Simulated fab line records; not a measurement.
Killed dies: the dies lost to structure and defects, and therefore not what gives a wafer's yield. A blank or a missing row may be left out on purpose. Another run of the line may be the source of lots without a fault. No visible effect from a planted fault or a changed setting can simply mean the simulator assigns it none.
Chamber matching / flow gf180mcu / GF_CONTACT_CMP_27 on cmp-01 has 4 sister chambers
The step polishes, stops on SiO2, t overpolish 15 s, target thk 0 nm. 7 wafers are shown with their chamber, then 7 later ones without.

## EACH WAFER AND ITS CHAMBER
wafer=L632.5; chamber=2; motorCurrentA (A)=12.6; timeToEndpointS (s)=74.0
wafer=L634.1; chamber=2; motorCurrentA (A)=12.9; timeToEndpointS (s)=75.2
wafer=L636.2; chamber=1; motorCurrentA (A)=12.9; timeToEndpointS (s)=68.0
wafer=L636.3; chamber=0; motorCurrentA (A)=11.3; timeToEndpointS (s)=73.3
wafer=L636.4; chamber=3; motorCurrentA (A)=11.9; timeToEndpointS (s)=70.5
wafer=L647.2; chamber=0; motorCurrentA (A)=11.8; timeToEndpointS (s)=69.6
wafer=L647.4; chamber=3; motorCurrentA (A)=11.9; timeToEndpointS (s)=73.5

## WAFERS WITHOUT THEIR CHAMBER
wafer=L647.6; motorCurrentA (A)=12.8; timeToEndpointS (s)=68.9
wafer=L653.2; motorCurrentA (A)=12.5; timeToEndpointS (s)=74.1
wafer=L653.5; motorCurrentA (A)=10.4; timeToEndpointS (s)=73.4
wafer=L653.6; motorCurrentA (A)=11.5; timeToEndpointS (s)=73.8
wafer=L654.1; motorCurrentA (A)=11.7; timeToEndpointS (s)=75.0
wafer=L654.2; motorCurrentA (A)=10.9; timeToEndpointS (s)=73.6
wafer=L654.3; motorCurrentA (A)=12.5; timeToEndpointS (s)=72.6

## EACH ONE'S CHAMBER
wafer=L647.6; from the rows above=1; in truth=1
wafer=L653.2; from the rows above=can't be placed: 2 or 3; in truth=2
wafer=L653.5; from the rows above=can't be placed: 0 or 3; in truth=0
wafer=L653.6; from the rows above=can't be placed: 0 or 3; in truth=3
wafer=L654.1; from the rows above=can't be placed: 3 or 0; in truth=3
wafer=L654.2; from the rows above=can't be placed: 0 or 3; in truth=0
wafer=L654.3; from the rows above=can't be placed: 2 or 3 or 1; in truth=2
Correct placement for 1 of the 7. Unplaceable from these rows: 6, with the true chamber sitting among the candidates in 6. Placed wrongly: 0.
How it was worked out, from the rows above alone: a wafer's distance from a chamber is the root of the sum, over the readings, of the square of ((its reading less the chamber's mean) divided by the reading's scatter). If the next closest chamber is less than 2 further off than the closest, the wafer can't be placed; otherwise it belongs to the closest. Each chamber's mean is taken over the wafers shown for it. The scatter: take each reading less its chamber's mean, square it, sum over the shown wafers, divide by the number of wafers less the number of chambers, and take the root.
